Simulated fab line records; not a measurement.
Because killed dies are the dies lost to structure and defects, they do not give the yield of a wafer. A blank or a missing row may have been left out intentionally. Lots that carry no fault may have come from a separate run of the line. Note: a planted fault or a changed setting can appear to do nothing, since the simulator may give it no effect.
fab line records ; flow gf180mcu ; part 2 of 2: steps 26 to 37 of 37
[record] lots = 5; wafers = 15; lastDay = 34
route steps=602 shown V2@402 M3@409 V3@429
lots that met no fault: from a run of the same line without faults
startH: hours from the record's first day to the start of the lot's first wafer shown ; waitH: how many hours have passed since the lot's step before this one ; " identical to the entry in the row above ; L1.1+2: one row covering several wafers at once ; - either no value or no given start ; * or withheld: withheld ; < > ~ a bound
route shown NAME@n: a module of which the file shows steps, and the number in the route of the first ; usual: mean and standard deviation over wafers with no fault ; same: alike in all rows ; chamber/n: place in a boat ; sites: the reading at each site ; _std_site: how widely they spread, as a standard deviation ; _edge_site: mean of outer sites minus mean of inner sites ; radiusMm: for every site, how far away it sits from the centre of the wafer ; mask NAME#n: copy n ; behind: the last tool/chamber to shape the wafer ; hold: cause of the lot's hold/its duration in hours/its outcome ; device: transistor that didn't switch, given as n, p or np ; end of line: tests of these same wafers at the route's end ; for a step that has no rows: nothing shown but its recipe ; killed: not the wafer's yield, but the dies lost to structure and defects at the first sort ; map: the dies of a wafer, with x for killed, . for not killed, _ for no die there
set.NAME: the setting the step ran with; set.NAME@STEP: the setting that earlier step ran with ; model.NAME: the simulator's own value behind a step, which no gauge read
lots at some steps of the route; a table a step, a row a wafer
services: from which hour (startH, from the record's first day; less than 0 if before it) a tool's chamber was out of use, for how many hours, and why
[[steps]]
[step GF_M3_STRIP_18]
[recipe] chemistry = postEtchResidueRemover; timeS = 1200; tempC = 72.5
[usual] bathGuardTempC = 72.8/0.33
lot.wafer;tool;chamber;startH;waitH;bathGuardTempC
L079.1;wetBench-02;1;537.45;0.1;72.8
L079.5;wetBench-02;1;537.45;0.1;73.0
L079.6;wetBench-02;1;537.45;0.1;72.9
L081.1;wetBench-02;3;554.12;0.1;72.7
L081.3;wetBench-02;3;554.12;0.1;72.8
L081.5;wetBench-02;3;554.12;0.1;73.0
L083.3;wetBench-02;0;565.84;0.0;72.2
L083.4;wetBench-02;0;565.84;0.0;72.5
L083.5;wetBench-02;0;565.84;0.0;72.6
L093.3;wetBench-04;0;643.10;0.0;72.6
L093.4;wetBench-04;0;643.10;0.0;72.7
L093.5;wetBench-04;0;643.10;0.0;73.1
L095.1;wetBench-03;3;658.25;0.1;72.7
L095.2;wetBench-03;3;658.25;0.1;73.2
L095.3;wetBench-03;3;658.25;0.1;72.8
[step GF_M3_CLEAN_19]
[recipe] chemistry = DIW; dry = n2Spin
lot.wafer;tool;chamber;startH;waitH
L079.1+5+6;wetBench-03;0;537.82;0.0
L081.1+3+5;wetBench-03;0;554.46;0.0
L083.3+4+5;wetBench-03;0;566.18;0.0
L093.3+4+5;wetBench-04;3;643.44;0.0
L095.1+2+3;wetBench-04;3;658.59;0.0
[step GF_V3_CVD_00]
[recipe] material = SiO2; targetThkNm = 600; sigmaOpenFrac = 0.3; tempC = 400; timeS = 100; sih4FlowSccm = 60; pressureMtorr = 6
lot.wafer;tool;chamber;startH;waitH
L079.1+5+6;hdpcvd-01;2,0,1;537.92;0.0
L081.1+3+5;hdpcvd-01;0,2,0;554.56;0.0
L083.3+4+5;hdpcvd-02;1,2,0;566.28;0.0
L093.3+4+5;hdpcvd-02;1,2,1;643.57;0.0
L095.1+2+3;hdpcvd-01;2,0,1;658.68;0.0
[step GF_V3_THK_MEAS_01]
[recipe] reads = SiO2_of_V3_CVD_00
[usual] V3_CVD_00_THK = 602/6.2
lot.wafer;tool;chamber;startH;waitH;V3_CVD_00_THK[nm]
L079.1;filmMetro-01;-;537.99;0.0;621
L079.5;filmMetro-01;-;537.99;0.0;609
L079.6;filmMetro-01;-;537.99;0.0;613
L081.1;filmMetro-02;-;554.63;0.0;617
L081.3;filmMetro-02;-;554.63;0.0;604
L081.5;filmMetro-02;-;554.63;0.0;612
L083.3;filmMetro-01;-;566.37;0.1;599
L083.4;filmMetro-01;-;566.37;0.1;600
L083.5;filmMetro-01;-;566.37;0.1;603
L093.3;filmMetro-01;-;643.66;0.1;597
L093.4;filmMetro-01;-;643.66;0.1;603
L093.5;filmMetro-01;-;643.66;0.1;593
L095.1;filmMetro-01;-;658.77;0.0;604
L095.2;filmMetro-01;-;658.77;0.0;597
L095.3;filmMetro-01;-;658.77;0.0;601
[step GF_V3_CVD_02]
[recipe] material = SiO2; targetThkNm = 850; precursor = TEOS; tempC = 400; timeS = 94.851; rfW = 600
[usual] heaterPowerOuterW = 357/70; heaterPowerW = 616/92
lot.wafer;tool;chamber;startH;waitH;heaterPowerOuterW;heaterPowerW;sinceWetCleanH
L079.1;pecvd-01;0;538.05;0.1;263;526;572
L079.5;pecvd-01;1;538.05;0.1;319;566;-
L079.6;pecvd-01;2;538.05;0.1;369;640;-
L081.1;pecvd-01;1;554.69;0.1;282;544;588
L081.3;pecvd-01;0;554.69;0.1;308;568;588
L081.5;pecvd-01;2;554.69;0.1;417;696;-
L083.3;pecvd-01;0;566.41;0.0;309;570;600
L083.4;pecvd-01;2;566.41;0.0;390;670;-
L083.5;pecvd-01;0;566.41;0.0;332;597;-
L093.3;pecvd-04;0;643.70;0.0;491;781;261
L093.4;pecvd-04;1;643.70;0.0;333;516;-
L093.5;pecvd-04;0;643.70;0.0;502;812;-
L095.1;pecvd-03;1;658.83;0.1;342;606;484
L095.2;pecvd-03;2;658.83;0.1;284;550;484
L095.3;pecvd-03;0;658.83;0.1;260;472;484
[step GF_V3_THK_MEAS_03]
[recipe] reads = SiO2_of_V3_CVD_02
[usual] V3_CVD_02_THK = 849/11
lot.wafer;tool;chamber;startH;waitH;V3_CVD_02_THK[nm]
L079.1;filmMetro-02;-;538.12;0.0;829
L079.5;filmMetro-02;-;538.12;0.0;853
L079.6;filmMetro-02;-;538.12;0.0;843
L081.1;filmMetro-03;-;554.76;0.0;842
L081.3;filmMetro-03;-;554.76;0.0;850
L081.5;filmMetro-03;-;554.76;0.0;857
L083.3;filmMetro-03;-;566.50;0.1;850
L083.4;filmMetro-03;-;566.50;0.1;862
L083.5;filmMetro-03;-;566.50;0.1;862
L093.3;filmMetro-03;-;643.79;0.1;867
L093.4;filmMetro-03;-;643.79;0.1;874
L093.5;filmMetro-03;-;643.79;0.1;881
L095.1;filmMetro-01;-;658.89;0.0;848
L095.2;filmMetro-01;-;658.89;0.0;837
L095.3;filmMetro-01;-;658.89;0.0;843
[step GF_V3_CMP_04]
[recipe] material = SiO2; downForcePsi = 4; platenRpm = 60; padVelocityMS = 0.94248
[usual] motorCurrentA = 11.8/0.91; timeToEndpointS = 79/5
lot.wafer;tool;chamber;startH;waitH;motorCurrentA;timeToEndpointS
L079.1;cmp-02;1;538.28;0.1;12.4;74
L079.6;cmp-02;3;538.28;0.1;10.5;82
L079.5;cmp-02;0;538.28;0.1;11.7;84
L081.1;cmp-02;3;554.82;0.1;10.2;79
L081.3;cmp-02;2;554.82;0.1;12.7;82
L081.5;cmp-02;0;554.82;0.1;11.2;86
L083.3;cmp-02;3;566.59;0.1;10.0;78
L083.4;cmp-02;1;566.59;0.1;12.4;85
L083.5;cmp-02;2;566.59;0.1;13.0;87
L093.4;cmp-01;2;643.83;0.0;10.9;87
L093.3;cmp-01;0;643.83;0.0;11.7;82
L093.5;cmp-01;3;643.83;0.0;12.5;89
L095.2;cmp-01;3;659.07;0.2;12.3;74
L095.3;cmp-01;0;659.07;0.2;11.2;75
L095.1;cmp-01;1;659.07;0.2;13.1;73
[step GF_V3_BOW_MEAS_05]
[recipe] mode = bow
[usual] V3_BOW = 119/8.6
lot.wafer;tool;chamber;startH;waitH;V3_BOW[um]
L079.1;filmMetro-02;-;538.48;0.1;101
L079.5;filmMetro-02;-;538.48;0.1;115
L079.6;filmMetro-02;-;538.48;0.1;113
L081.1;filmMetro-02;-;555.12;0.2;121
L081.3;filmMetro-02;-;555.12;0.2;124
L081.5;filmMetro-02;-;555.12;0.2;125
L083.3;filmMetro-01;-;566.88;0.2;125
L083.4;filmMetro-01;-;566.88;0.2;132
L083.5;filmMetro-01;-;566.88;0.2;127
L093.3;filmMetro-01;-;644.17;0.2;126
L093.4;filmMetro-01;-;644.17;0.2;132
L093.5;filmMetro-01;-;644.17;0.2;132
L095.1;filmMetro-01;-;659.37;0.1;118
L095.2;filmMetro-01;-;659.37;0.1;114
L095.3;filmMetro-01;-;659.37;0.1;119
[step GF_V3_DEHYDRATE_06]
[recipe] tempC = 200; timeS = 60
lot.wafer;tool;chamber;startH;waitH
L079.1+5+6;lithoTrack-01;0;549.52;11.0
L081.1+3+5;lithoTrack-03;0;565.90;10.8
L083.3+4+5;lithoTrack-01;0;577.32;10.4
L093.3+4+5;lithoTrack-02;0;654.48;10.3
L095.1+2+3;lithoTrack-02;0;668.58;9.2
[step GF_V3_HMDS_07]
[recipe] primeTimeS = 60; primeTempC = 120
[usual] primeTempC = 119.98/0.13
lot.wafer;tool;chamber;startH;waitH;primeTempC
L079.1;lithoTrack-01;0;549.67;0.1;120.00
L079.5;lithoTrack-01;0;549.67;0.1;119.93
L079.6;lithoTrack-01;0;549.67;0.1;120.08
L081.1;lithoTrack-03;0;566.05;0.1;119.91
L081.3;lithoTrack-03;0;566.05;0.1;119.86
L081.5;lithoTrack-03;0;566.05;0.1;119.90
L083.3;lithoTrack-01;0;577.47;0.1;120.19
L083.4;lithoTrack-01;0;577.47;0.1;120.17
L083.5;lithoTrack-01;0;577.47;0.1;119.96
L093.3;lithoTrack-02;0;654.63;0.1;120.01
L093.4;lithoTrack-02;0;654.63;0.1;119.89
L093.5;lithoTrack-02;0;654.63;0.1;119.76
L095.1;lithoTrack-02;0;668.73;0.1;119.94
L095.2;lithoTrack-02;0;668.73;0.1;119.90
L095.3;lithoTrack-02;0;668.73;0.1;119.79
[step GF_V3_COAT_08]
[recipe] resist = BARC; tempC = withheld; timeS = withheld; spinRpm = withheld; resistThkNm = withheld
lot.wafer;tool;chamber;startH;waitH
L079.1+5+6;lithoTrack-01;0;549.82;0.1
L081.1+3+5;lithoTrack-03;0;566.20;0.1
L083.3+4+5;lithoTrack-01;0;577.62;0.1
L093.3+4+5;lithoTrack-02;0;654.78;0.1
L095.1+2+3;lithoTrack-02;0;668.88;0.1
[step GF_V3_COAT_09]
[recipe] resist = KrF; spinRpm = withheld; resistThkNm = 1000
lot.wafer;tool;chamber;startH;waitH
L079.1+5+6;lithoTrack-01;0;-;-
L081.1+3+5;lithoTrack-03;0;-;-
L083.3+4+5;lithoTrack-01;0;-;-
L093.3+4+5;lithoTrack-02;0;-;-
L095.1+2+3;lithoTrack-02;0;-;-
[[services]]
tool;chamber;startH;hours;kind
wetBench-03;-;498.71;1.8;repair
cvdW-02;-;498.91;4.3;pm
hdpcvd-01;-;499.60;2.8;pm
pecvd-01;2;502.64;15.8;repair
cvdW-02;1;525.07;5.7;repair
cmp-01;-;528.54;4.3;repair
hdpcvd-01;-;539.25;15.0;pm
cmp-01;-;553.02;0.4;repair
krfScanner-02;-;560.86;7.2;pm
hdpcvd-01;-;564.61;0.9;repair
cmp-01;-;567.41;2.4;repair
pvdSputter-04;-;571.17;1.8;repair
cmp-02;-;573.84;0.3;repair
cmp-02;-;577.52;4.0;pm
krfScanner-02;-;578.33;2.7;repair
cmp-01;-;596.76;6.5;pm
krfScanner-02;-;608.08;1.3;pm
rieMetal-04;-;610.42;0.4;repair
cmp-02;-;617.38;19.1;pm
pvdSputter-03;-;622.97;2.4;repair
pvdSputter-04;-;627.72;9.0;repair
krfScanner-02;-;631.62;0.8;pm
krfScanner-02;-;634.21;1.0;pm
rieMetal-04;1;648.89;12.4;repair
